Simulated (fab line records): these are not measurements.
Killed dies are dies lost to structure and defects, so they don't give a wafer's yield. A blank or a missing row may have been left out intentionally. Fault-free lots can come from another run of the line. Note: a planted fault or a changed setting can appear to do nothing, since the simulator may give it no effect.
Problem report, 8D (eight disciplines) form, completed by code    flow sky130    the parts of the form that need people (team, actions taken, sign-off) are left out

== 1. WHAT WENT WRONG ==
VT_ADJUST_HVTR_OVL at SKY_VT_ADJUST_HVTR_OVL_MEAS_08 reads a mean of 46.6 nm on 9 wafers of 3 lots; wafers without a fault read -0.5 nm with a standard deviation of 1.4. That puts it +34 standard deviations away from the usual mean.
First observed at day 13 01:20: wafer L200.1, on overlay-02. At this step, 45 wafers from 15 lots have a number in the record. Rule for "out" (also "out of limits"): further than 4 standard deviations from the usual mean. All remaining wafers that have a number are taken as sound.

== 2. WHAT THIS IS AND IS NOT ==
question                     is                      is not
which readings at this step  VT_ADJUST_HVTR_OVL      -
which lots                   L200, L202, L207        L188, L193, L194, L195, L196, L197, L198, L199, L201, L203, L210, L211
which wafers of those lots   all that have a number  -
read on which gauges         overlay-01, overlay-02  -
when                         from day 13 01:20       up to then (24 sound wafers); but 12 sound wafers of L201, L203, L210, L211 came after

== 3. WHAT RULES OUT EACH SUSPECT ==
Counting: a tool stays on the suspect list if, at a process step up to the reading, it processed all lots that are out and no sound lot following the first of them.
- the gauge at SKY_VT_ADJUST_HVTR_OVL_MEAS_08 has been ruled out. The wafers that are out were read on 2 gauges (overlay-01, overlay-02).
- iline-stepper-01 at SKY_VT_ADJUST_HVTR_EXPOSE_04 (exposes mask HVTRM, target cd 380 nm): kept. It processed each lot that is out, first L200 at day 12 13:26, and no sound lot thereafter; up to then, the last sound lot it processed was L199 at day 12 08:44.
After counting, what remains is iline-stepper-01 at SKY_VT_ADJUST_HVTR_EXPOSE_04.

== 4. THE CAUSE (what the simulator had put in) ==
Scanner matching overlay: iline-stepper-01, from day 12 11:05 on, at SKY_VT_ADJUST_HVTR_EXPOSE_04. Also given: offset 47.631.
The count eliminated every tool but this one.

== 5. SEQUENCE OF EFFECTS, ordered by route ==
Each row: a reading whose mean over the struck wafers that have a number lies more than 3 standard deviations from the usual. Only readings for which the record gives a usual standard deviation are gone through. hours: the time from each lot's start at the first step in this table that gives one to its start at this step, as a median over the lots. sigmas: the change in usual standard deviations.
hours  step                            reading             usual    on struck wafers  change  sigmas
0      SKY_VT_ADJUST_HVTR_OVL_MEAS_08  VT_ADJUST_HVTR_OVL  -0.5 nm  46.6              +47.1   +34

== 6. WHAT WOULD HAVE CAUGHT IT SOONER ==
14 hours passed between the start of the fault at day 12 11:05 and the first reading out of limits at a measuring or inspecting step in this record, taken at day 13 01:20.
Lots out: 3; of these, L202, L207 started SKY_VT_ADJUST_HVTR_EXPOSE_04 on iline-stepper-01 after day 13 01:20. A hold on the tool at that time would have spared those 2.
